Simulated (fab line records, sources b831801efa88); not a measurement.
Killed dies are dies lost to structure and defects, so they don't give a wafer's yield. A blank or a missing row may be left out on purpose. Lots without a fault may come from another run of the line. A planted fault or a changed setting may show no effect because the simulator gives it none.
Which tool did it? | flow sky130 | 6 lots, 18 wafers sampled, at 2 steps of a route of 708

WHAT THE GAUGES READ, wafer by wafer
SKY_SONOS_ONO_THK_MEAS_03.
lot  | measured     | on            | SONOS_ONO_CVD_02_THK (nm)
L682 | day 12 00:40 | film_metro-04 | 10.44 10.56 10.51
L685 | day 12 18:16 | film_metro-03 | 10.45 10.41 10.45
L688 | day 13 22:11 | film_metro-01 | 10.34 10.27 10.43
L690 | day 14 07:53 | film_metro-04 | 10.44 10.44 10.47
L702 | day 18 11:55 | film_metro-03 | 10.56 10.55 10.53
L704 | day 19 09:10 | film_metro-04 | 10.38 10.41 10.32

WHICH TOOL RAN EACH LOT (tool, then ch and the chambers of the sampled wafers, then the start)
lot  | SKY_SONOS_ONO_CVD_02
L682 | lpcvd-02 ch 0, day 11 23:35
L685 | lpcvd-02 ch 1, day 12 17:13
L688 | lpcvd-02 ch 0, day 13 21:08
L690 | lpcvd-02 ch 0, day 14 06:49
L702 | lpcvd-02 ch 0, day 18 10:51
L704 | lpcvd-02 ch 1, day 19 08:07
- SKY_SONOS_ONO_CVD_02: deposits Si3N4 from DCS/NH3, target thk 10.5 nm, time 180 s.

THE ANSWER, worked out from the rows above alone
Rule: what is usual is taken from the lots themselves. Put in order of their means at a reading, lots are off if they are a third of the lots or fewer, leave a main group of 4 or more, and stand apart from it by a gap of 3 or more times the standard deviation of the main group's means; of several such gaps the widest counts. A main group whose means are all the same, to the digits that the tables above print for the reading, isn't used. A lot without any number at a reading at which 4 lots or more have one is off too. The other lots that the step has rows for count as sound.
No lot is off at any reading shown: from this, nothing can be told.

WHAT THE SIMULATOR HAD PUT IN
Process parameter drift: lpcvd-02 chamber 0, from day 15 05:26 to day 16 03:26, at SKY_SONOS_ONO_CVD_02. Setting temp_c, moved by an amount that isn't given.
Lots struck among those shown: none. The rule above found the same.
